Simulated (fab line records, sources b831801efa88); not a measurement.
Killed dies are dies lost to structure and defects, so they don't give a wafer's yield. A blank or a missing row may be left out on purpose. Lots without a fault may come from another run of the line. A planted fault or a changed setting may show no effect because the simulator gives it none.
fab line records | flow sky130
record lots=15 wafers=45 last_day=51
route steps=708 shown VT_ADJUST_PCH@150 SONOS_ONO@173 LDD_N@248 POLY_CUT@318
lots that met no fault: from a run of the same line without faults
start_h: hours from the record's first day to the start of the lot's first wafer shown | wait_h: hours since the lot's step before | " the same as in the row above | L1.1+2: a row that stands for several wafers | - no value, or no start given | * or withheld: withheld | < > ~ a bound
route shown NAME@n: a module of which the file shows steps, and the number in the route of the first | usual: mean/standard deviation of fault-free wafers | same: alike in all rows | chamber/n: place in a boat | sites: the reading at each site | _std_site: their standard deviation | _edge_site: outer sites' mean less inner sites' | radius_mm: how far each site lies from the wafer's centre | mask NAME#n: copy n | behind: the tool/chamber that last shaped the wafer | hold: why the lot was held/for how many hours/how that ended | device: the transistor (n, p or np) that didn't switch | end of line: the same wafers' tests at the end of the route | a step without rows: its recipe alone | killed: dies lost to structure and defects at the first sort, not the wafer's yield | map: a wafer's dies, x killed, . not, _ none there
set.NAME: the setting as run; set.NAME@STEP: as run at that earlier step | model.NAME: the simulator's own value behind a step, which no gauge read
steps of the route over a sample of lots; a table a step, a row a wafer
services: from which hour (start_h, from the record's first day; less than 0 if before it) a tool's chamber was out of use, for how many hours, and why
## steps
# step SKY_VT_ADJUST_PCH_OVL_MEAS_07
# usual VT_ADJUST_PCH_OVL=-1.9/1.6
# columns lot.wafer tool chamber start_h wait_h VT_ADJUST_PCH_OVL[nm]
L701.1 overlay-01 - 254.58 - -4.1
L701.4 " - " " -2.8
L701.6 " - " " -1.3
L702.1 overlay-02 - 259.89 - -2.7
L702.5 " - " " -3.9
L702.6 " - " " -2.7
L703.1 overlay-02 - 261.44 - -3.3
L703.2 " - " " -1.7
L703.3 " - " " -3.0
L704.1 overlay-02 - 280.13 - -4.6
L704.2 " - " " -4.5
L704.6 " - " " -2.9
L705.2 overlay-01 - 281.13 - 0.2
L705.5 " - " " -1.8
L705.6 " - " " -0.7
L706.3 overlay-01 - 297.90 - 0.0
L706.5 " - " " 0.5
L706.6 " - " " -0.5
L708.2 overlay-02 - 300.07 - -1.2
L708.4 " - " " 0.7
L708.6 " - " " -1.5
L709.2 overlay-01 - 311.02 - -1.4
L709.3 " - " " -0.5
L709.6 " - " " -0.7
L712.1 overlay-02 - 330.74 - -0.1
L712.4 " - " " 0.0
L712.5 " - " " 0.1
L713.1 overlay-02 - 341.72 - -5.9
L713.4 " - " " -3.7
L713.6 " - " " -3.3
L714.3 overlay-01 - 359.05 - 1.0
L714.5 " - " " -0.6
L714.6 " - " " -0.7
L715.2 overlay-02 - 366.47 - -5.1
L715.3 " - " " -2.6
L715.6 " - " " -3.4
L720.1 overlay-01 - 398.07 - -3.0
L720.2 " - " " -4.1
L720.5 " - " " -2.6
L721.4 overlay-02 - 410.08 - -2.2
L721.5 " - " " -2.1
L721.6 " - " " -2.7
L722.1 overlay-02 - 419.02 - 0.9
L722.4 " - " " 0.1
L722.6 " - " " 1.9
# step SKY_SONOS_ONO_THK_MEAS_05
# recipe reads=SiO2_of_SONOS_ONO_CVD_04
# usual SONOS_ONO_CVD_04_THK=5.67/0.11
# columns lot.wafer tool chamber start_h wait_h SONOS_ONO_CVD_04_THK[nm]
L701.1 film_metro-01 - 286.12 0.0 5.66
L701.4 " - " " 5.58
L701.6 " - " " 5.65
L702.1 film_metro-01 - 291.81 0.0 5.64
L702.5 " - " " 5.60
L702.6 " - " " 5.69
L703.1 film_metro-03 - 291.81 0.0 5.65
L703.2 " - " " 5.72
L703.3 " - " " 5.62
L704.1 film_metro-02 - 316.11 0.0 5.53
L704.2 " - " " 5.73
L704.6 " - " " 5.68
L705.2 film_metro-01 - 317.37 0.0 5.64
L705.5 " - " " 5.69
L705.6 " - " " 5.78
L706.3 film_metro-01 - 329.79 0.0 5.70
L706.5 " - " " 5.73
L706.6 " - " " 5.80
L708.2 film_metro-02 - 333.78 0.0 5.80
L708.4 " - " " 5.62
L708.6 " - " " 5.67
L709.2 film_metro-01 - 342.15 0.0 5.58
L709.3 " - " " 5.63
L709.6 " - " " 5.68
L712.1 film_metro-02 - 364.97 0.0 5.50
L712.4 " - " " 5.56
L712.5 " - " " 5.39
L713.1 film_metro-03 - 376.35 0.0 5.75
L713.4 " - " " 5.75
L713.6 " - " " 5.81
L714.3 film_metro-01 - 393.09 0.0 5.51
L714.5 " - " " 5.52
L714.6 " - " " 5.50
L715.2 film_metro-01 - 402.05 0.0 5.56
L715.3 " - " " 5.69
L715.6 " - " " 5.51
L720.1 film_metro-03 - 435.07 0.0 5.48
L720.2 " - " " 5.51
L720.5 " - " " 5.58
L721.4 film_metro-03 - 445.98 0.0 5.54
L721.5 " - " " 5.44
L721.6 " - " " 5.56
L722.1 film_metro-02 - 455.64 0.0 5.80
L722.4 " - " " 5.67
L722.6 " - " " 5.70
# step SKY_LDD_N_IMPLANT_11
# recipe species=As energy_kev=20 dose_cm2=7.5e+13 tilt_deg=withheld rotation_deg=293
# usual beam_energy_keV=20.000/0.0062 beam_on_s=9.99/0.2
# columns lot.wafer tool chamber start_h wait_h beam_energy_keV beam_on_s
L701.1 implanter-01 0 440.08 0.1 19.985 10.25
L701.4 " 0 " " 19.997 10.06
L701.6 " 0 " " 19.988 10.06
L702.1 implanter-04 0 444.65 0.1 20.006 10.09
L702.5 " 0 " " 19.995 9.67
L702.6 " 0 " " 19.999 10.20
L703.1 implanter-01 0 446.13 0.1 20.011 9.76
L703.2 " 0 " " 20.007 9.83
L703.3 " 0 " " 20.000 9.78
L704.1 implanter-01 0 469.80 0.1 20.004 9.93
L704.2 " 0 " " 19.994 10.41
L704.6 " 0 " " 19.993 9.94
L705.2 implanter-04 0 472.65 0.1 20.000 10.01
L705.5 " 0 " " 20.009 10.02
L705.6 " 0 " " 20.000 9.97
L706.3 implanter-01 0 486.57 0.1 19.997 9.94
L706.5 " 0 " " 19.999 10.11
L706.6 " 0 " " 19.994 10.00
L708.2 implanter-01 0 492.96 0.1 20.003 10.24
L708.4 " 0 " " 19.996 10.26
L708.6 " 0 " " 20.003 9.89
L709.2 implanter-04 0 503.86 0.1 20.001 9.90
L709.3 " 0 " " 20.005 9.60
L709.6 " 0 " " 20.008 10.33
L712.1 implanter-01 - 541.78 0.1 - -
L712.4 " - " " - -
L712.5 " - " " - -
L713.1 implanter-04 - 542.45 0.1 - -
L713.4 " - " " - -
L713.6 " - " " - -
L714.3 implanter-01 - 553.33 0.1 - -
L714.5 " - " " - -
L714.6 " - " " - -
L715.2 implanter-01 0 564.62 0.1 19.995 10.11
L715.3 " 0 " " 20.000 9.50
L715.6 " 0 " " 19.992 9.81
L720.1 implanter-01 0 601.37 0.1 19.996 10.12
L720.2 " 0 " " 19.987 9.67
L720.5 " 0 " " 19.997 9.90
L721.4 implanter-01 0 608.56 0.1 20.004 9.99
L721.5 " 0 " " 20.004 10.02
L721.6 " 0 " " 20.006 10.14
L722.1 implanter-04 0 618.48 0.1 20.009 10.30
L722.4 " 0 " " 19.998 9.97
L722.6 " 0 " " 20.005 9.96
# step SKY_LDD_N_STRIP_16
# recipe chemistry=O2/N2 power_w=1400 pressure_mtorr=1500 platen_temp_c=withheld o2_flow_sccm=3000 n2_flow_sccm=300 overash_fraction=0.5
# usual drypump_motor_current_A=6.0/0.47 oes_product_au=0.407/0.0047 strip_time_to_endpoint_s=4.315/0.015
# columns lot.wafer tool chamber start_h wait_h drypump_motor_current_A oes_product_au rf_hours_counter_h strip_time_to_endpoint_s
L701.1 plasma_asher-03 1 440.83 0.1 6.4 0.409 58 4.316
L701.4 " 0 " " 5.4 0.405 - 4.331
L701.6 " 0 " " 5.3 0.404 - 4.326
L702.1 plasma_asher-01 0 445.40 0.1 6.4 0.407 34 4.304
L702.5 " 0 " " 6.4 0.394 - 4.329
L702.6 " 1 " " 6.5 0.406 - 4.310
L703.1 plasma_asher-01 0 446.88 0.1 6.4 0.404 34 4.308
L703.2 " 1 " " 6.4 0.398 34 4.330
L703.3 " 0 " " 6.4 0.409 - 4.310
L704.1 plasma_asher-04 0 470.55 0.1 5.5 0.406 79 4.339
L704.2 " 1 " " 5.6 0.416 79 4.321
L704.6 " 0 " " 5.6 0.408 - 4.355
L705.2 plasma_asher-04 1 473.37 0.1 5.6 0.414 79 4.352
L705.5 " 0 " " 5.5 0.410 - 4.332
L705.6 " 1 " " 5.7 0.409 - 4.342
L706.3 plasma_asher-01 1 487.31 0.1 6.5 0.414 - 4.315
L706.5 " 1 " " 6.5 0.404 - 4.313
L706.6 " 0 " " 6.5 0.406 - 4.319
L708.2 plasma_asher-04 1 493.68 0.1 5.6 0.409 81 4.320
L708.4 " 0 " " 5.5 0.400 - 4.291
L708.6 " 0 " " 5.5 0.400 - 4.305
L709.2 plasma_asher-04 1 504.58 0.1 5.7 0.415 82 4.347
L709.3 " 1 " " 5.6 0.405 - 4.328
L709.6 " 1 " " 5.6 0.404 - 4.329
L712.1 plasma_asher-04 1 542.53 0.1 5.6 0.411 86 4.151
L712.4 " 0 " " 5.5 0.408 - 4.141
L712.5 " 0 " " 5.5 0.414 - 4.130
L713.1 plasma_asher-01 1 543.20 0.1 6.5 0.402 44 4.123
L713.4 " 0 " " 6.4 0.399 - 4.131
L713.6 " 1 " " 6.5 0.404 - 4.140
L714.3 plasma_asher-01 0 554.06 0.1 6.4 0.409 - 4.140
L714.5 " 1 " " 6.5 0.404 - 4.143
L714.6 " 0 " " 6.4 0.407 - 4.127
L715.2 plasma_asher-03 0 565.35 0.1 5.3 0.404 71 4.301
L715.3 " 0 " " 5.3 0.410 - 4.313
L715.6 " 0 " " 5.4 0.404 - 4.325
L720.1 plasma_asher-03 1 602.12 0.1 6.4 0.414 75 4.312
L720.2 " 0 " " 5.3 0.405 75 4.309
L720.5 " 1 " " 6.4 0.407 - 4.315
L721.4 plasma_asher-03 0 609.26 0.1 5.3 0.405 - 4.339
L721.5 " 0 " " 5.3 0.402 - 4.326
L721.6 " 1 " " 6.4 0.412 - 4.333
L722.1 plasma_asher-03 1 619.23 0.1 6.4 0.401 76 4.311
L722.4 " 1 " " 6.4 0.402 - 4.315
L722.6 " 0 " " 5.3 0.399 - 4.300
# step SKY_LDD_N_TW_MEAS_17
# usual LDD_N_TW=2583/27
# columns lot.wafer tool chamber start_h wait_h LDD_N_TW
L701.1 film_metro-01 - 440.93 0.1 2524
L701.4 " - " " 2520
L701.6 " - " " 2527
L702.1 film_metro-02 - 445.50 0.1 2610
L702.5 " - " " 2608
L702.6 " - " " 2618
L703.1 film_metro-02 - 446.98 0.1 2599
L703.2 " - " " 2610
L703.3 " - " " 2603
L704.1 film_metro-02 - 470.65 0.1 2589
L704.2 " - " " 2596
L704.6 " - " " 2599
L705.2 film_metro-03 - 473.48 0.1 2572
L705.5 " - " " 2587
L705.6 " - " " 2601
L706.3 film_metro-02 - 487.39 0.1 2604
L706.5 " - " " 2603
L706.6 " - " " 2603
L708.2 film_metro-02 - 493.79 0.1 2593
L708.4 " - " " 2594
L708.6 " - " " 2586
L709.2 film_metro-03 - 504.69 0.1 2603
L709.3 " - " " 2603
L709.6 " - " " 2605
L712.1 film_metro-03 - 542.63 0.1 2440
L712.4 " - " " 2464
L712.5 " - " " 2457
L713.1 film_metro-02 - 543.30 0.1 2474
L713.4 " - " " 2465
L713.6 " - " " 2456
L714.3 film_metro-03 - 554.15 0.1 2463
L714.5 " - " " 2463
L714.6 " - " " 2465
L715.2 film_metro-01 - 565.46 0.1 2559
L715.3 " - " " 2554
L715.6 " - " " 2556
L720.1 film_metro-02 - 602.22 0.1 2615
L720.2 " - " " 2626
L720.5 " - " " 2605
L721.4 film_metro-01 - 609.36 0.1 2551
L721.5 " - " " 2542
L721.6 " - " " 2555
L722.1 film_metro-01 - 619.33 0.1 2551
L722.4 " - " " 2554
L722.6 " - " " 2558
# step SKY_POLY_CUT_ETCH_11
# recipe target=Si3N4 chemistry=CF4/CH2F2/Ar stop_on=poly-Si source_w=600 bias_w=150 pressure_mtorr=40 cf4_flow_sccm=40 ch2f2_flow_sccm=20 Ar_flow_sccm=150 time_s=42.5 target_depth_a=600
# usual drypump_motor_current_A=5.7/0.41 oes_product_au=0.830/0.0065 throttle_valve_pct=14.996/0.009
# columns lot.wafer tool chamber start_h wait_h drypump_motor_current_A oes_product_au rf_hours_counter_h throttle_valve_pct
L701.1 rie_diel-03 2 594.09 0.0 6.4 0.826 19 15.008
L701.4 " 2 " " 6.4 0.830 - 15.014
L701.6 " 0 " " 5.7 0.826 - 14.994
L702.1 rie_diel-03 0 600.69 0.0 5.7 0.817 18 15.001
L702.5 " 0 " " 5.7 0.832 - 14.980
L702.6 " 1 " " 5.5 0.824 - 14.985
L703.1 rie_diel-04 0 602.24 0.0 5.7 0.834 39 14.991
L703.2 " 2 " " 5.8 0.831 51 14.996
L703.3 " 1 " " 5.2 0.828 3 14.997
L704.1 rie_diel-02 3 623.74 0.0 5.8 0.824 18 14.989
L704.2 " 1 " " 5.5 0.820 5 14.979
L704.6 " 3 " " 5.8 0.823 - 14.999
L705.2 rie_diel-02 3 627.17 0.0 5.8 0.830 19 14.980
L705.5 " 2 " " 4.9 0.828 - 14.978
L705.6 " 1 " " 5.5 0.831 - 14.979
L706.3 rie_diel-02 3 639.34 0.0 5.8 0.834 19 14.989
L706.5 " 2 " " 4.9 0.828 - 14.986
L706.6 " 3 " " 5.8 0.831 - 14.982
L708.2 rie_diel-04 2 646.09 0.0 5.7 0.836 52 14.992
L708.4 " 3 " " 6.3 0.838 5 14.995
L708.6 " 2 " " 5.7 0.823 - 15.000
L709.2 rie_diel-03 0 657.49 0.0 5.7 0.821 19 14.992
L709.3 " 2 " " 6.4 0.827 21 15.011
L709.6 " 2 " " 6.4 0.837 - 14.996
L715.2 rie_diel-04 3 721.09 0.0 6.2 0.838 7 15.008
L715.3 " 1 " " 5.2 0.832 5 14.995
L715.6 " 1 " " 5.2 0.831 - 14.990
L720.1 rie_diel-03 3 748.54 0.0 5.8 0.829 4 14.994
L720.2 " 0 " " 5.7 0.832 22 14.989
L720.5 " 2 " " 6.4 0.822 - 15.003
L721.4 rie_diel-03 1 755.34 0.0 5.5 0.832 10 14.980
L721.5 " 0 " " 5.7 0.834 - 14.996
L721.6 " 1 " " 5.5 0.831 - 15.000
L722.1 rie_diel-04 1 764.67 0.0 5.2 0.829 6 14.998
L722.4 " 1 " " 5.3 0.849 - 15.014
L722.6 " 2 " " 5.7 0.834 - 14.994
## services
# columns tool chamber start_h hours kind
rie_diel-04 2 456.52 4.5 repair
rie_diel-03 - 466.38 2.8 pm
rie_diel-04 - 467.41 14.6 pm
rie_diel-03 3 487.21 4.8 repair
implanter-01 - 494.59 4.0 repair
plasma_asher-01 - 499.69 2.2 repair
implanter-04 - 500.56 2.7 repair
plasma_asher-04 - 508.81 2.3 repair
rie_diel-03 3 513.28 4.2 repair
rie_diel-04 0 539.14 10.6 repair
implanter-01 - 567.56 5.9 pm
plasma_asher-01 - 568.57 0.5 repair
plasma_asher-04 - 585.79 2.8 pm
rie_diel-03 - 589.21 0.3 repair
rie_diel-03 3 591.60 6.1 repair
rie_diel-03 2 600.10 3.2 repair
plasma_asher-01 - 638.94 0.8 repair
implanter-01 - 676.33 3.4 repair
rie_diel-03 - 695.77 0.4 repair
implanter-01 - 707.21 0.5 repair
plasma_asher-04 - 710.14 1.0 repair
implanter-04 - 733.24 5.0 pm
plasma_asher-04 - 733.75 9.0 pm
plasma_asher-03 - 762.55 14.6 pm
## key
first_sign step=SKY_LDD_N_IMPLANT_11 reading=tool_record direction=missing
effect step=SKY_LDD_N_STRIP_16 reading=strip_time_to_endpoint_s direction=down sigmas=12 usual=* struck=*
effect step=SKY_LDD_N_TW_MEAS_17 reading=LDD_N_TW direction=down sigmas=4.6 usual=2583 struck=2461
met_at SKY_LDD_N_IMPLANT_11
struck_lots L712,L713,L714
later_rows_left_out L712.1,L712.4,L712.5,L713.1,L713.4,L713.6,L714.3,L714.5,L714.6
sort_left_out L712.1,L712.4,L712.5,L713.1,L713.4,L713.6,L714.3,L714.5,L714.6
tester_left_out L712,L713,L714
not_acting_at SKY_VT_ADJUST_PCH_OVL_MEAS_07,SKY_SONOS_ONO_THK_MEAS_05,SKY_POLY_CUT_ETCH_11
onset_between 503.86 541.78
fault kind=skipped_step_whole tool=implanter-01,implanter-04 chamber=- onset_h=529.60 steps=SKY_LDD_N_IMPLANT_11 scope=struck_lots_only
# tester_left_out: of these lots the tester's yield and bins aren't shown, on N5 and GAA mostly nor the transistor test; their killed dies are dies lost to structure and defects alone, not to doping, threshold or leakage, so they don't give the yield
# sort_left_out: the simulated sort isn't trusted on such a fault, so these wafers' sort isn't shown, and their yield isn't known
# later_rows_left_out: the simulator's readings of these wafers behind a module that went badly wrong aren't trusted and aren't shown, but for the sort
